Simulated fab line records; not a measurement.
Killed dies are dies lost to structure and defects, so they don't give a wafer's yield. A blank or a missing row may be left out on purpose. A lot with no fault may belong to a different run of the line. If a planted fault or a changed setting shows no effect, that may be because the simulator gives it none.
One fault through the eyes of 2 desks | flow gf180mcu | every desk sees just its own numbers, and what lay behind them comes last

== DESK OF THE TOOL OWNER: litho-track-03 ==
The tool's own readings at GF_VT_IMPLANT_COAT_02 (resist thk 1000 nm): means of the sampled wafers that have a number, for each lot that ran on this tool. If a lot's mean is further than 4 standard deviations from the usual mean, the lot is out of limits and carries the mark OUT (the distance appears in the brackets).
Columns: A = dispense-pressure-kPa at GF_VT_IMPLANT_COAT_02, usual 49.1 kPa; B = spin-speed-rpm at GF_VT_IMPLANT_COAT_02, usual 3000.3 rpm
lot  | first seen here | A    | B
L871 | day 6 09:32     | 48.6 | 2999.9
L881 | day 8 13:58     | 48.6 | 3145.4 (+76) OUT
L882 | day 8 20:28     | 48.6 | 3146.1 (+77) OUT
Finding of this desk: L881, L882 out of limits; the first was L881 at day 8 13:58, on spin-speed-rpm at GF_VT_IMPLANT_COAT_02. In limits: L871.

== METROLOGY DESK ==
Lot by lot, what the gauges showed, no matter which tool ran the lot: averages of those sampled wafers that carry a number. If a lot's mean is further than 4 standard deviations from the usual mean, the lot is out of limits and carries the mark OUT (the distance appears in the brackets).
Columns: A = STI_OXIDATION_01_THK at GF_STI_THK_MEAS_22, usual 15.1 nm
lot  | first seen here | A
L868 | day 2 08:52     | 15.6
L869 | day 2 11:43     | 15.5
L870 | day 2 17:26     | 15.5
L872 | day 3 01:13     | 15.3
L871 | day 3 01:14     | 15.2
L881 | day 4 22:37     | 15.4
L882 | day 5 03:44     | 15.3
L886 | day 6 00:16     | 14.6
L887 | day 6 07:05     | 14.9
L889 | day 6 15:05     | 15.1
L890 | day 6 20:47     | 14.8
This desk found nothing out of limits on any of the 11 lots.

== BROUGHT TOGETHER ==
The tool owner's desk could have raised an alarm at day 8 13:58, on L881, L882.
At the metrology desk, nothing out of limits was observed.
The metrology desk has L881, L882 on record, within its limits.
On litho-track-03, each named lot ran GF_VT_IMPLANT_COAT_02.

== WHAT THE SIMULATOR HAD PUT IN ==
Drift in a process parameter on litho-track-03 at GF_VT_IMPLANT_COAT_02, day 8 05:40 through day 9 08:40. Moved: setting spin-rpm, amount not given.
Struck lots among those shown: L881, L882.
Time in hours from fault onset to the first out-of-limits reading at each desk: the tool owner's desk, 8.
